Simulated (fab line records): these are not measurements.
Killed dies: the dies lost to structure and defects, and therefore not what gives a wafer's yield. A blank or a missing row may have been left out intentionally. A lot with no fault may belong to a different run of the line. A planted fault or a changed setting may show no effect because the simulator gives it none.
A struck lot beside a sound one + flow gf180mcu + 18 steps out of a route of 602
Sound: wafers L841.3, L841.5, L841.6. Struck: wafers L836.1, L836.2, L836.4. At the end, the cause is stated.
At each step with rows: each side's tool, then ch and its chambers, then its first start. Under that, the readings that differ: sound wafers + struck wafers + difference of the means + sigmas: that difference in standard deviations of wafers without a fault.
alike: readings with means less than 2 such deviations apart, plus words and numbers identical on both sides. not compared: withheld readings, readings lacking a value on some wafer, bounds such as >300 that could conceal the same value, and numbers that have no deviation in the record and whose values overlap.
Wherever a step has rows on one side only, a row that says differs or no value, or a row with sigmas, the two part there. Non-overlapping numbers with no deviation appear without sigmas and do not part them. A reading missing from all wafers of one side parts the sides only when that side holds two or more wafers.

GF_HV_LDD_CD_MEAS_31: the cd target is 400 nm.
  struck on cdSem-01, day 14 11:13; sound on cdSem-01, day 15 22:21
  alike: cdNm
GF_HV_LDD_OVL_MEAS_32:
  struck on overlay-01, day 14 11:20; sound on overlay-02, day 15 22:27
  alike: HV_LDD_02_OVL
then, 4 steps without rows for these wafers: GF_HV_LDD_IMPLANT_33; GF_HV_LDD_IMPLANT_34; GF_HV_LDD_IMPLANT_35; GF_HV_LDD_IMPLANT_36.
GF_HV_LDD_STRIP_37: strips in O2/N2.
  sound on plasmaAsher-01 ch 0,1, day 15 23:06; struck on plasmaAsher-02 ch 0,1, day 14 11:58
  alike: chamberPressureMTorr, drypumpMotorCurrentA, heaterPowerW, oesProductAu, stripTimeToEndpointS
  not compared: rfHoursCounterH
GF_HV_LDD_TW_MEAS_38:
  struck on filmMetro-04, day 14 12:04; sound on filmMetro-02, day 15 23:11
  alike: HV_LDD_3_TW
then, 4 steps without rows for these wafers: GF_HV_LDD_DEHYDRATE_39 (time 60 s); GF_HV_LDD_HMDS_40 (prime time 60 s); GF_HV_LDD_COAT_41 (resist thk 1000 nm); GF_HV_LDD_SOFTBAKE_42 (time 60 s).
GF_HV_LDD_EXPOSE_43: exposes mask Pplus HV AREA, target cd 400 nm.
  sound on ilineStepper-01 ch 0, day 16 11:03; struck on ilineStepper-02 ch 0, day 14 22:22
| reading                      | sound             | struck            | difference | sigmas |
|------------------------------|-------------------|-------------------|------------|--------|
| model.HV_LDD.overlayXNm (nm) | 0.751 0.751 0.751 | 241.8 241.8 241.8 | +241.0     |        |
  alike: mask
then, 2 steps without rows for these wafers: GF_HV_LDD_PEB_44; GF_HV_LDD_DEVELOP_45 (develop time 60 s).
GF_HV_LDD_CD_MEAS_46: the cd target is 400 nm.
  struck on cdSem-01, day 15 09:04; sound on cdSem-01, day 16 21:51
| reading   | sound             | struck            | difference | sigmas |
|-----------|-------------------|-------------------|------------|--------|
| cdNm (nm) | 401.1 400.5 400.5 | 397.4 394.4 394.1 | -5.4       | -2     |
GF_HV_LDD_OVL_MEAS_47:
  struck on overlay-01, day 15 09:23; sound on overlay-01, day 16 21:56
| reading            | sound       | struck            | difference | sigmas      |
|--------------------|-------------|-------------------|------------|-------------|
| HV_LDD_03_OVL (nm) | 2.5 2.9 3.1 | 241.9 243.7 241.0 | +239.4     | +99 or more |
  not compared: hold
GF_PASSIVATION_PROBE_99:
  the record holds rows for the sound wafers here (prober-02, day 32 20:13) but none for the struck ones

## WHERE THEY PART
At GF_HV_LDD_CD_MEAS_46 first; at GF_PASSIVATION_PROBE_99 last (within this record only).

WHY: whatever the simulator had introduced
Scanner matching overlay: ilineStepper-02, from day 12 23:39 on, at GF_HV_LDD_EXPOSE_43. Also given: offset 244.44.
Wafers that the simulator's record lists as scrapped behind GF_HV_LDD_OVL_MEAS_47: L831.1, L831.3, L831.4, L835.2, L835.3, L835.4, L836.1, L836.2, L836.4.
